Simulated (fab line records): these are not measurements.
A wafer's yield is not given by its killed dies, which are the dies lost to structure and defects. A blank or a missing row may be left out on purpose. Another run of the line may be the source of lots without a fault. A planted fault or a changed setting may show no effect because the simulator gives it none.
Which of the tools did it? / flow sky130 / 30 wafers from 10 lots sampled at 5 of the route's 708 steps

## WHAT THE GAUGES READ, wafer by wafer
SKY_VT_ADJUST_LVTN_OVL_MEAS_18. Usual: VT_ADJUST_LVTN_01_OVL -0.1 nm, standard deviation 1.4.
lot=L299; measured=day 8 05:34; on=overlay-01; VT_ADJUST_LVTN_01_OVL (nm)=2.4 1.2 0.3; flag=
lot=L300; measured=day 8 18:20; on=overlay-01; VT_ADJUST_LVTN_01_OVL (nm)=0.6 1.3 -1.3; flag=
lot=L304; measured=day 9 22:49; on=overlay-02; VT_ADJUST_LVTN_01_OVL (nm)=-0.2 -1.5 -1.0; flag=
lot=L307; measured=day 10 15:46; on=overlay-01; VT_ADJUST_LVTN_01_OVL (nm)=1.3 0.5 1.4; flag=
lot=L308; measured=day 10 22:38; on=overlay-01; VT_ADJUST_LVTN_01_OVL (nm)=-0.6 0.8 0.6; flag=
lot=L316; measured=day 13 06:33; on=overlay-02; VT_ADJUST_LVTN_01_OVL (nm)=-1.0 -1.8 0.8; flag=
lot=L317; measured=day 13 12:03; on=overlay-02; VT_ADJUST_LVTN_01_OVL (nm)=-2.5 -2.4 -2.5; flag=
lot=L318; measured=day 13 18:13; on=overlay-02; VT_ADJUST_LVTN_01_OVL (nm)=0.1 -0.3 0.8; flag=
lot=L319; measured=day 14 03:42; on=overlay-01; VT_ADJUST_LVTN_01_OVL (nm)=1.2 1.5 2.3; flag=
lot=L320; measured=day 14 12:40; on=overlay-01; VT_ADJUST_LVTN_01_OVL (nm)=0.1 -1.1 0.4; flag=

SKY_GATE_OXIDE_OVL_MEAS_10. Usual: GATE_OXIDE_OVL 1.1 nm, standard deviation 1.4.
lot=L299; measured=day 14 12:32; on=overlay-02; GATE_OXIDE_OVL (nm)=-0.9 0.0 -0.7; flag=
lot=L300; measured=day 15 06:17; on=overlay-01; GATE_OXIDE_OVL (nm)=3.7 2.9 1.4; flag=
lot=L304; measured=day 16 21:13; on=overlay-01; GATE_OXIDE_OVL (nm)=-0.1 1.1 -0.4; flag=
lot=L307; measured=day 17 16:05; on=overlay-01; GATE_OXIDE_OVL (nm)=2.4 1.6 2.7; flag=
lot=L308; measured=day 18 06:38; on=overlay-02; GATE_OXIDE_OVL (nm)=2.3 -1.7 1.4; flag=
lot=L316; measured=day 20 21:20; on=overlay-01; GATE_OXIDE_OVL (nm)=1.6 2.7 1.6; flag=
lot=L317; measured=day 20 21:38; on=overlay-01; GATE_OXIDE_OVL (nm)=1.4 0.8 1.0; flag=
lot=L318; measured=day 21 08:04; on=overlay-01; GATE_OXIDE_OVL (nm)=1.5 1.7 1.9; flag=
lot=L319; measured=day 21 20:38; on=overlay-02; GATE_OXIDE_OVL (nm)=0.2 -0.1 -0.3; flag=
lot=L320; measured=day 22 01:14; on=overlay-02; GATE_OXIDE_OVL (nm)=3.2 2.2 1.8; flag=

SKY_POLY_GATE_THK_MEAS_01. Usual: POLY_GATE_CVD_00_THK 180.3 nm, standard deviation 1.3.
lot=L299; measured=day 14 18:01; on=film_metro-04; POLY_GATE_CVD_00_THK (nm)=180.4 181.4 179.8; flag=
lot=L300; measured=day 15 13:34; on=film_metro-02; POLY_GATE_CVD_00_THK (nm)=181.2 181.4 183.1; flag=
lot=L304; measured=day 17 07:41; on=film_metro-02; POLY_GATE_CVD_00_THK (nm)=181.0 180.8 179.9; flag=
lot=L307; measured=day 18 01:25; on=film_metro-03; POLY_GATE_CVD_00_THK (nm)=143.6 144.0 144.4; flag=OFF
lot=L308; measured=day 18 12:07; on=film_metro-02; POLY_GATE_CVD_00_THK (nm)=141.5 142.9 141.1; flag=OFF
lot=L316; measured=day 21 00:34; on=film_metro-02; POLY_GATE_CVD_00_THK (nm)=179.4 179.3 179.0; flag=
lot=L317; measured=day 21 02:22; on=film_metro-03; POLY_GATE_CVD_00_THK (nm)=179.4 180.9 180.0; flag=
lot=L318; measured=day 21 11:22; on=film_metro-02; POLY_GATE_CVD_00_THK (nm)=180.4 180.0 180.1; flag=
lot=L319; measured=day 21 23:59; on=film_metro-04; POLY_GATE_CVD_00_THK (nm)=178.8 180.9 180.2; flag=
lot=L320; measured=day 22 04:31; on=film_metro-02; POLY_GATE_CVD_00_THK (nm)=182.3 182.3 182.4; flag=

## WHAT TOOL EACH LOT RAN ON (gives the tool, then ch and the chambers of the sampled wafers, and finally the start)
lot=L299; SKY_SONOS_ONO_STRIP_17=plasma_asher-04 ch 0,1, day 13 08:26; SKY_POLY_GATE_CVD_00=lpcvd-01 ch 0, day 14 16:49
lot=L300; SKY_SONOS_ONO_STRIP_17=plasma_asher-01 ch 0,1, day 13 23:57; SKY_POLY_GATE_CVD_00=lpcvd-01 ch 1, day 15 12:22
lot=L304; SKY_SONOS_ONO_STRIP_17=plasma_asher-04 ch 0,1, day 15 10:08; SKY_POLY_GATE_CVD_00=lpcvd-01 ch 1, day 17 06:28
lot=L307; SKY_SONOS_ONO_STRIP_17=plasma_asher-03 ch 0,1, day 16 07:06; SKY_POLY_GATE_CVD_00=lpcvd-01 ch 1, day 18 00:13
lot=L308; SKY_SONOS_ONO_STRIP_17=plasma_asher-04 ch 0,1, day 16 15:35; SKY_POLY_GATE_CVD_00=lpcvd-01 ch 1, day 18 10:55
lot=L316; SKY_SONOS_ONO_STRIP_17=plasma_asher-04 ch 0,1, day 19 12:04; SKY_POLY_GATE_CVD_00=lpcvd-01 ch 1, day 20 23:21
lot=L317; SKY_SONOS_ONO_STRIP_17=plasma_asher-04 ch 0,1, day 19 12:20; SKY_POLY_GATE_CVD_00=lpcvd-01 ch 0, day 21 00:33
lot=L318; SKY_SONOS_ONO_STRIP_17=plasma_asher-03 ch 0,1, day 19 22:59; SKY_POLY_GATE_CVD_00=lpcvd-01 ch 1, day 21 10:10
lot=L319; SKY_SONOS_ONO_STRIP_17=plasma_asher-04 ch 0, day 20 10:23; SKY_POLY_GATE_CVD_00=lpcvd-01 ch 0, day 21 22:46
lot=L320; SKY_SONOS_ONO_STRIP_17=plasma_asher-01 ch 0,1, day 20 16:23; SKY_POLY_GATE_CVD_00=lpcvd-01 ch 1, day 22 03:19
- SKY_SONOS_ONO_STRIP_17: strips in O2/N2.
- SKY_POLY_GATE_CVD_00: deposits poly-Si, target thk 180 nm, time 720 s.

## AS READ BY THE TOOLS THEMSELVES (means over the sampled wafers that have a number; for cases with no such wafer, the mark the record gives instead)
SKY_SONOS_ONO_STRIP_17. Usual: drypump_motor_current_A 5.54 A, standard deviation 0.28; o2_flow_sccm 3000 sccm, standard deviation 8.6; oes_product_au 0.709 a.u., standard deviation 0.0043; strip_time_to_endpoint_s 14.11 s, standard deviation 0.041.
lot=L299; tool=plasma_asher-04; drypump_motor_current_A (A)=5.60; o2_flow_sccm (sccm)=2996; oes_product_au (a.u.)=0.709; strip_time_to_endpoint_s (s)=14.08; flag=
lot=L300; tool=plasma_asher-01; drypump_motor_current_A (A)=5.34; o2_flow_sccm (sccm)=3006; oes_product_au (a.u.)=0.706; strip_time_to_endpoint_s (s)=14.14; flag=
lot=L304; tool=plasma_asher-04; drypump_motor_current_A (A)=5.64; o2_flow_sccm (sccm)=3009; oes_product_au (a.u.)=0.710; strip_time_to_endpoint_s (s)=14.10; flag=
lot=L307; tool=plasma_asher-03; drypump_motor_current_A (A)=5.43; o2_flow_sccm (sccm)=2997; oes_product_au (a.u.)=0.707; strip_time_to_endpoint_s (s)=14.06; flag=
lot=L308; tool=plasma_asher-04; drypump_motor_current_A (A)=5.63; o2_flow_sccm (sccm)=2994; oes_product_au (a.u.)=0.706; strip_time_to_endpoint_s (s)=14.10; flag=
lot=L316; tool=plasma_asher-04; drypump_motor_current_A (A)=5.61; o2_flow_sccm (sccm)=2997; oes_product_au (a.u.)=0.710; strip_time_to_endpoint_s (s)=14.14; flag=
lot=L317; tool=plasma_asher-04; drypump_motor_current_A (A)=5.60; o2_flow_sccm (sccm)=2997; oes_product_au (a.u.)=0.713; strip_time_to_endpoint_s (s)=14.07; flag=
lot=L318; tool=plasma_asher-03; drypump_motor_current_A (A)=5.42; o2_flow_sccm (sccm)=3002; oes_product_au (a.u.)=0.710; strip_time_to_endpoint_s (s)=14.05; flag=
lot=L319; tool=plasma_asher-04; drypump_motor_current_A (A)=5.55; o2_flow_sccm (sccm)=2999; oes_product_au (a.u.)=0.710; strip_time_to_endpoint_s (s)=14.09; flag=
lot=L320; tool=plasma_asher-01; drypump_motor_current_A (A)=5.62; o2_flow_sccm (sccm)=2997; oes_product_au (a.u.)=0.710; strip_time_to_endpoint_s (s)=14.11; flag=

SKY_POLY_GATE_CVD_00. Usual: spike_tc_bottom_C 641.4 C, standard deviation 2.4; spike_tc_centre_C 621.8 C, standard deviation 1.2; spike_tc_lower_C 621.3 C, standard deviation 1.1; spike_tc_top_C 638.9 C, standard deviation 2.3; spike_tc_upper_C 620.6 C, standard deviation 1.2; susceptor_temp_C 620.00 C, standard deviation 0.29; zone_power_lower_pct 8.6 %, standard deviation 0.66; zone_power_upper_pct 8.6 %, standard deviation 0.32.
lot=L299; tool=lpcvd-01; spike_tc_bottom_C (C)=643.0; spike_tc_centre_C (C)=621.8; spike_tc_lower_C (C)=621.1; spike_tc_top_C (C)=641.5; spike_tc_upper_C (C)=621.5; susceptor_temp_C (C)=620.28; zone_power_lower_pct (%)=9.2; zone_power_upper_pct (%)=8.4; flag=
lot=L300; tool=lpcvd-01; spike_tc_bottom_C (C)=640.2; spike_tc_centre_C (C)=620.4; spike_tc_lower_C (C)=621.7; spike_tc_top_C (C)=636.9; spike_tc_upper_C (C)=619.1; susceptor_temp_C (C)=619.84; zone_power_lower_pct (%)=7.9; zone_power_upper_pct (%)=8.9; flag=
lot=L304; tool=lpcvd-01; spike_tc_bottom_C (C)=638.6; spike_tc_centre_C (C)=620.8; spike_tc_lower_C (C)=622.8; spike_tc_top_C (C)=636.3; spike_tc_upper_C (C)=619.8; susceptor_temp_C (C)=620.09; zone_power_lower_pct (%)=7.9; zone_power_upper_pct (%)=8.9; flag=
lot=L307; tool=lpcvd-01; spike_tc_bottom_C (C)=628.2; spike_tc_centre_C (C)=609.8; spike_tc_lower_C (C)=612.4; spike_tc_top_C (C)=628.0; spike_tc_upper_C (C)=609.6; susceptor_temp_C (C)=609.51; zone_power_lower_pct (%)=7.8; zone_power_upper_pct (%)=8.7; flag=OFF
lot=L308; tool=lpcvd-01; spike_tc_bottom_C (C)=629.6; spike_tc_centre_C (C)=611.1; spike_tc_lower_C (C)=611.1; spike_tc_top_C (C)=627.3; spike_tc_upper_C (C)=608.9; susceptor_temp_C (C)=609.68; zone_power_lower_pct (%)=7.7; zone_power_upper_pct (%)=8.6; flag=OFF
lot=L316; tool=lpcvd-01; spike_tc_bottom_C (C)=638.9; spike_tc_centre_C (C)=621.8; spike_tc_lower_C (C)=622.1; spike_tc_top_C (C)=637.2; spike_tc_upper_C (C)=619.9; susceptor_temp_C (C)=619.98; zone_power_lower_pct (%)=8.0; zone_power_upper_pct (%)=9.0; flag=
lot=L317; tool=lpcvd-01; spike_tc_bottom_C (C)=643.3; spike_tc_centre_C (C)=622.1; spike_tc_lower_C (C)=619.5; spike_tc_top_C (C)=641.0; spike_tc_upper_C (C)=620.6; susceptor_temp_C (C)=620.53; zone_power_lower_pct (%)=9.2; zone_power_upper_pct (%)=8.3; flag=
lot=L318; tool=lpcvd-01; spike_tc_bottom_C (C)=639.2; spike_tc_centre_C (C)=622.2; spike_tc_lower_C (C)=622.1; spike_tc_top_C (C)=636.1; spike_tc_upper_C (C)=620.6; susceptor_temp_C (C)=619.94; zone_power_lower_pct (%)=7.8; zone_power_upper_pct (%)=8.9; flag=
lot=L319; tool=lpcvd-01; spike_tc_bottom_C (C)=643.5; spike_tc_centre_C (C)=623.4; spike_tc_lower_C (C)=620.5; spike_tc_top_C (C)=640.8; spike_tc_upper_C (C)=620.8; susceptor_temp_C (C)=619.96; zone_power_lower_pct (%)=9.3; zone_power_upper_pct (%)=8.3; flag=
lot=L320; tool=lpcvd-01; spike_tc_bottom_C (C)=638.4; spike_tc_centre_C (C)=620.9; spike_tc_lower_C (C)=622.7; spike_tc_top_C (C)=636.2; spike_tc_upper_C (C)=620.5; susceptor_temp_C (C)=620.11; zone_power_lower_pct (%)=8.0; zone_power_upper_pct (%)=8.8; flag=

## THE ANSWER, worked out from the rows above alone
Rule: a lot counts as off when the mean over its wafers that have a number is more than 3 standard deviations away from the usual mean. A lot without any number at a reading at which 4 lots or more have one is off too. Where the step has rows for the other lots, those lots are counted as sound. After the gauges, taken in route order, come the tools' own readings; for these a lot's mean is taken, as printed above. The first step at which some lot is off is used, and at that step the reading that is off furthest; a lot without a number counts as furthest.
Off: at SKY_POLY_GATE_THK_MEAS_01 (POLY_GATE_CVD_00_THK), L307, L308.
If a tool, at a process step before that reading, ran all the lots that are off and no sound lot after the first of them, it fits. Not tried: the gauges at SKY_POLY_GATE_THK_MEAS_01; whatever is off there is also off at SKY_POLY_GATE_CVD_00, on other tools, and gauge error can't account for it. Of those tried, none fits.

## WHAT WAS PUT IN BY THE SIMULATOR
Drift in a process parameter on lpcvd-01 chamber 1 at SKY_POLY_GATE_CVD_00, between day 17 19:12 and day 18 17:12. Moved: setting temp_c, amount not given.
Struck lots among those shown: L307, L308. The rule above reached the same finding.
